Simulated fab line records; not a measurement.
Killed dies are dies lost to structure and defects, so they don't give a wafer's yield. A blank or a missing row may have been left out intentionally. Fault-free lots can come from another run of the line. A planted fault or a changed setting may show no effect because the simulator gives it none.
What tool caused it? ; flow sky130 ; 24 lots, 72 wafers sampled, at 6 steps of a route of 708

## WHAT THE GAUGES SHOWED, per wafer
SKY_VIA4_THK_MEAS_20: measures by xrf.
lot;measured;on;VIA4_W_THK (nm)
L074;day 43 07:46;film-metro-03;510 516 504
L075;day 43 10:20;film-metro-03;513 511 514
L076;day 43 17:32;film-metro-01;515 506 505
L077;day 44 08:17;film-metro-01;510 507 509
L079;day 44 16:32;film-metro-04;509 502 509
L078;day 44 17:11;film-metro-03;514 520 517
L080;day 44 17:53;film-metro-04;511 501 511
L081;day 45 17:31;film-metro-01;511 515 513
L083;day 45 22:24;film-metro-01;520 507 500
L082;day 46 00:26;film-metro-04;504 508 516
L084;day 46 02:56;film-metro-04;512 522 516
L085;day 46 12:35;film-metro-03;513 523 516
L086;day 46 17:32;film-metro-04;506 503 510
L088;day 47 09:26;film-metro-03;519 528 521
L087;day 47 10:35;film-metro-01;506 497 515
L090;day 47 11:14;film-metro-04;513 519 506
L089;day 47 12:01;film-metro-03;527 517 514
L091;day 47 16:10;film-metro-04;517 522 514
L092;day 47 20:08;film-metro-01;509 511 515
L093;day 48 03:56;film-metro-03;509 506 511
L094;day 48 06:37;film-metro-01;508 526 520
L095;day 48 10:52;film-metro-04;494 503 519
L096;day 48 17:23;film-metro-04;494 497 498
L097;day 48 19:49;film-metro-04;509 515 506

SKY_PASSIVATION_THK_MEAS_01.
lot;measured;on;PASSIVATION_CVD_00_THK (nm)
L074;day 44 08:05;film-metro-04;90.0 90.2 91.6
L075;day 44 09:50;film-metro-04;90.9 89.3 90.7
L076;day 44 17:56;film-metro-02;88.4 90.4 90.6
L077;day 45 07:17;film-metro-03;88.5 89.9 89.4
L079;day 45 15:38;film-metro-03;89.5 88.3 90.5
L078;day 45 16:11;film-metro-04;89.7 90.6 91.2
L080;day 45 16:43;film-metro-02;89.1 90.0 90.3
L081;day 46 15:28;film-metro-04;89.5 90.8 90.4
L083;day 46 21:10;film-metro-04;87.9 88.7 88.9
L082;day 46 22:26;film-metro-03;88.2 89.0 88.6
L084;day 47 00:46;film-metro-03;88.1 89.4 89.7
L085;day 47 10:43;film-metro-03;87.7 88.9 89.2
L086;day 47 14:52;film-metro-03;87.7 88.7 89.4
L088;day 48 05:52;film-metro-03;88.2 89.6 90.8
L087;day 48 07:14;film-metro-03;91.0 91.8 91.2
L090;day 48 08:00;film-metro-04;89.3 90.6 91.4
L089;day 48 08:59;film-metro-02;89.2 90.8 90.2
L091;day 48 12:50;film-metro-04;89.2 92.3 91.1
L092;day 48 17:53;film-metro-04;90.9 90.5 91.8
L093;day 49 00:27;film-metro-02;90.4 92.2 91.0
L094;day 49 02:56;film-metro-02;89.2 90.6 89.6
L095;day 49 06:40;film-metro-03;88.3 90.3 90.1
L096;day 49 13:27;film-metro-02;89.6 89.7 91.0
L097;day 49 14:35;film-metro-04;88.0 91.6 91.7

SKY_PASSIVATION_THK_MEAS_03.
lot;measured;on;PASSIVATION_CVD_02_THK (nm)
L074;day 44 08:22;film-metro-04;537 530 536
L075;day 44 10:07;film-metro-04;545 538 552
L076;day 44 18:13;film-metro-03;528 541 545
L077;day 45 07:34;film-metro-04;528 540 549
L079;day 45 15:55;film-metro-02;534 530 543
L078;day 45 16:28;film-metro-04;529 537 540
L080;day 45 17:00;film-metro-02;524 535 544
L081;day 46 15:45;film-metro-04;529 540 540
L083;day 46 21:28;film-metro-03;532 535 529
L082;day 46 22:44;film-metro-02;527 536 537
L084;day 47 01:03;film-metro-04;532 538 545
L085;day 47 11:00;film-metro-02;527 531 548
L086;day 47 15:08;film-metro-02;527 529 542
L088;day 48 06:09;film-metro-02;528 526 545
L087;day 48 07:38;film-metro-02;536 536 535
L090;day 48 08:17;film-metro-02;546 544 543
L089;day 48 09:16;film-metro-02;541 539 550
L091;day 48 13:14;film-metro-04;533 536 533
L092;day 48 18:10;film-metro-04;533 541 534
L093;day 49 00:44;film-metro-02;527 540 532
L094;day 49 03:14;film-metro-04;547 548 555
L095;day 49 06:58;film-metro-02;536 549 546
L096;day 49 13:44;film-metro-04;523 527 543
L097;day 49 14:52;film-metro-03;529 537 542

## EACH LOT AND THE TOOL THAT RAN IT (in order: tool; ch and the chambers of the sampled wafers; start)
lot;SKY_VIA1_ETCH_14;SKY_CAPM_SPUTTER_02;SKY_METAL4_STRIP_19
L074;rie-diel-01 ch 1,2,3, day 34 09:16;pvd-sputter-01, day 36 21:02;plasma-asher-01 ch 0,1, day 42 06:20
L075;rie-diel-04 ch 0,1,3, day 34 10:43;pvd-sputter-02, day 36 21:23;plasma-asher-04 ch 0,1, day 42 08:28
L076;rie-diel-02 ch 0,2,3, day 34 23:20;pvd-sputter-01, day 37 09:23;plasma-asher-01 ch 1, day 42 16:24
L077;rie-diel-04 ch 1,3, day 35 16:23;pvd-sputter-02, day 38 01:13;plasma-asher-03 ch 0,1, day 43 07:38
L079;rie-diel-02 ch 0,1, day 36 01:20;pvd-sputter-04, day 38 10:14;plasma-asher-03 ch 0,1, day 43 15:27
L078;rie-diel-01 ch 1,3, day 36 01:41;pvd-sputter-04, day 38 10:53;plasma-asher-04 ch 0,1, day 43 16:27
L080;rie-diel-04 ch 0,1, day 36 01:44;pvd-sputter-01, day 38 11:24;plasma-asher-01 ch 0,1, day 43 17:21
L081;rie-diel-01 ch 0,3, day 37 06:20;pvd-sputter-04, day 39 13:38;plasma-asher-04 ch 0,1, day 44 17:37
L083;rie-diel-01 ch 0,1,3, day 37 11:29;pvd-sputter-02, day 39 19:29;plasma-asher-04 ch 0,1, day 44 22:54
L082;rie-diel-01 ch 0,1,2, day 37 15:23;pvd-sputter-01, day 39 23:38;plasma-asher-03 ch 0,1, day 45 01:10
L084;rie-diel-01 ch 1,2,3, day 37 20:11;pvd-sputter-01, day 40 03:47;plasma-asher-03 ch 0,1, day 45 03:48
L085;rie-diel-02 ch 0,1,2, day 38 08:11;pvd-sputter-01, day 40 14:10;plasma-asher-01 ch 0,1, day 45 14:01
L086;rie-diel-04 ch 0,1, day 38 13:53;pvd-sputter-04, day 40 19:50;plasma-asher-03 ch 0,1, day 45 18:55
L088;rie-diel-04 ch 0,1,2, day 39 06:28;pvd-sputter-02, day 41 12:23;plasma-asher-01 ch 0,1, day 46 10:46
L087;rie-diel-02 ch 1,2, day 39 07:43;pvd-sputter-02, day 41 13:23;plasma-asher-01 ch 0,1, day 46 11:43
L090;rie-diel-04 ch 2,3, day 39 09:53;pvd-sputter-01, day 41 15:07;plasma-asher-03 ch 0,1, day 46 12:11
L089;rie-diel-01 ch 0,1,2, day 39 10:23;pvd-sputter-04, day 41 16:32;plasma-asher-03 ch 0,1, day 46 13:00
L091;rie-diel-01 ch 1,2,3, day 39 15:40;pvd-sputter-01, day 41 20:38;plasma-asher-04 ch 0,1, day 46 17:44
L092;rie-diel-02 ch 1,2,3, day 39 18:31;pvd-sputter-01, day 42 00:19;plasma-asher-03 ch 0,1, day 46 21:28
L093;rie-diel-01 ch 1,2, day 40 07:37;pvd-sputter-01, day 42 12:56;plasma-asher-03 ch 0,1, day 47 05:56
L094;rie-diel-04 ch 0,1,3, day 40 09:14;pvd-sputter-01, day 42 14:05;plasma-asher-03 ch 0,1, day 47 08:48
L095;rie-diel-04 ch 0,1,2, day 40 14:53;pvd-sputter-04, day 42 19:17;plasma-asher-01 ch 0,1, day 47 13:10
L096;rie-diel-02 ch 0,3, day 41 00:20;pvd-sputter-01, day 43 04:29;plasma-asher-04 ch 0,1, day 47 19:54
L097;rie-diel-04 ch 0,1,2, day 41 03:20;pvd-sputter-01, day 43 07:26;plasma-asher-03 ch 0,1, day 47 22:19
- SKY_VIA1_ETCH_14: etches BARC in N2/H2, stops on SiO2, time 45.9 s, target depth 60 nm.
- SKY_CAPM_SPUTTER_02: material TiN, target thk 200 nm, time 166.7 s.
- SKY_METAL4_STRIP_19: strips in O2/N2.

## AS READ BY THE TOOLS THEMSELVES (means over the sampled wafers that have a number; for cases with no such wafer, the mark the record gives instead)
SKY_VIA1_ETCH_14.
lot;tool;drypump-motor-current-A (A);oes-product-au (a.u.);throttle-valve-pct (%)
L074;rie-diel-01;5.5;0.854;13.232
L075;rie-diel-04;5.3;0.856;13.227
L076;rie-diel-02;5.9;0.852;13.230
L077;rie-diel-04;5.4;0.851;13.230
L079;rie-diel-02;5.6;0.857;13.222
L078;rie-diel-01;5.3;0.852;13.224
L080;rie-diel-04;5.6;0.850;13.223
L081;rie-diel-01;5.9;0.856;13.228
L083;rie-diel-01;5.9;0.845;13.223
L082;rie-diel-01;6.1;0.849;13.232
L084;rie-diel-01;5.5;0.856;13.228
L085;rie-diel-02;5.7;0.856;13.217
L086;rie-diel-04;5.5;0.858;13.237
L088;rie-diel-04;5.5;0.862;13.219
L087;rie-diel-02;5.6;0.853;13.227
L090;rie-diel-04;5.2;0.859;13.219
L089;rie-diel-01;6.1;0.857;13.231
L091;rie-diel-01;5.5;0.857;13.226
L092;rie-diel-02;5.8;0.851;13.220
L093;rie-diel-01;6.0;0.856;13.225
L094;rie-diel-04;5.3;0.850;13.233
L095;rie-diel-04;5.5;0.855;13.217
L096;rie-diel-02;5.9;0.853;13.217
L097;rie-diel-04;5.5;0.851;13.223

SKY_CAPM_SPUTTER_02.
lot;tool;throttle-valve-pct (%)
L074;pvd-sputter-01;29.7
L075;pvd-sputter-02;28.9
L076;pvd-sputter-01;29.3
L077;pvd-sputter-02;28.6
L079;pvd-sputter-04;30.6
L078;pvd-sputter-04;30.6
L080;pvd-sputter-01;28.6
L081;pvd-sputter-04;29.5
L083;pvd-sputter-02;29.0
L082;pvd-sputter-01;30.1
L084;pvd-sputter-01;30.0
L085;pvd-sputter-01;30.1
L086;pvd-sputter-04;30.6
L088;pvd-sputter-02;29.3
L087;pvd-sputter-02;28.7
L090;pvd-sputter-01;28.9
L089;pvd-sputter-04;31.6
L091;pvd-sputter-01;29.3
L092;pvd-sputter-01;30.0
L093;pvd-sputter-01;30.0
L094;pvd-sputter-01;29.8
L095;pvd-sputter-04;30.4
L096;pvd-sputter-01;29.9
L097;pvd-sputter-01;29.6

SKY_METAL4_STRIP_19.
lot;tool;drypump-motor-current-A (A);oes-product-au (a.u.);strip-time-to-endpoint-s (s)
L074;plasma-asher-01;5.63;0.506;6.59
L075;plasma-asher-04;5.64;0.501;6.49
L076;plasma-asher-01;5.93;0.501;6.58
L077;plasma-asher-03;5.43;0.502;6.49
L079;plasma-asher-03;5.40;0.501;6.62
L078;plasma-asher-04;5.68;0.497;6.55
L080;plasma-asher-01;5.35;0.502;6.53
L081;plasma-asher-04;5.63;0.501;6.49
L083;plasma-asher-04;5.59;0.502;6.55
L082;plasma-asher-03;5.39;0.510;6.59
L084;plasma-asher-03;5.42;0.503;6.53
L085;plasma-asher-01;5.34;0.496;6.50
L086;plasma-asher-03;5.42;0.502;6.49
L088;plasma-asher-01;5.63;0.502;6.56
L087;plasma-asher-01;5.35;0.504;6.57
L090;plasma-asher-03;5.40;0.495;6.46
L089;plasma-asher-03;5.38;0.495;6.41
L091;plasma-asher-04;5.64;0.491;6.42
L092;plasma-asher-03;5.41;0.499;6.47
L093;plasma-asher-03;5.40;0.503;6.47
L094;plasma-asher-03;5.43;0.498;6.47
L095;plasma-asher-01;5.63;0.493;6.38
L096;plasma-asher-04;5.59;0.498;6.52
L097;plasma-asher-03;5.41;0.499;6.46

## THE ANSWER, worked out from the rows above alone
Rule: usual is defined by the lots themselves. The widest of any qualifying gaps counts: lots, ordered by their means at a reading, are off when they make up no more than a third of the lots, leave a main group of 4 or more, and stand apart from it by 3 or more times the standard deviation of that group's means. If all means in a main group match to the digits the tables above print for the reading, that group is not used. A lot without any number at a reading at which 4 lots or more have one is off too. Any other lot the step has rows for is counted as sound. First the gauges in route order, then the tools' own readings, where a lot's mean is used as printed above. The first step at which some lot is off is used, and at that step the reading that is off furthest; a lot without a number counts as furthest.
No lot is off at any reading shown: from this, nothing can be told.

## WHAT THE SIMULATOR HAD PUT IN
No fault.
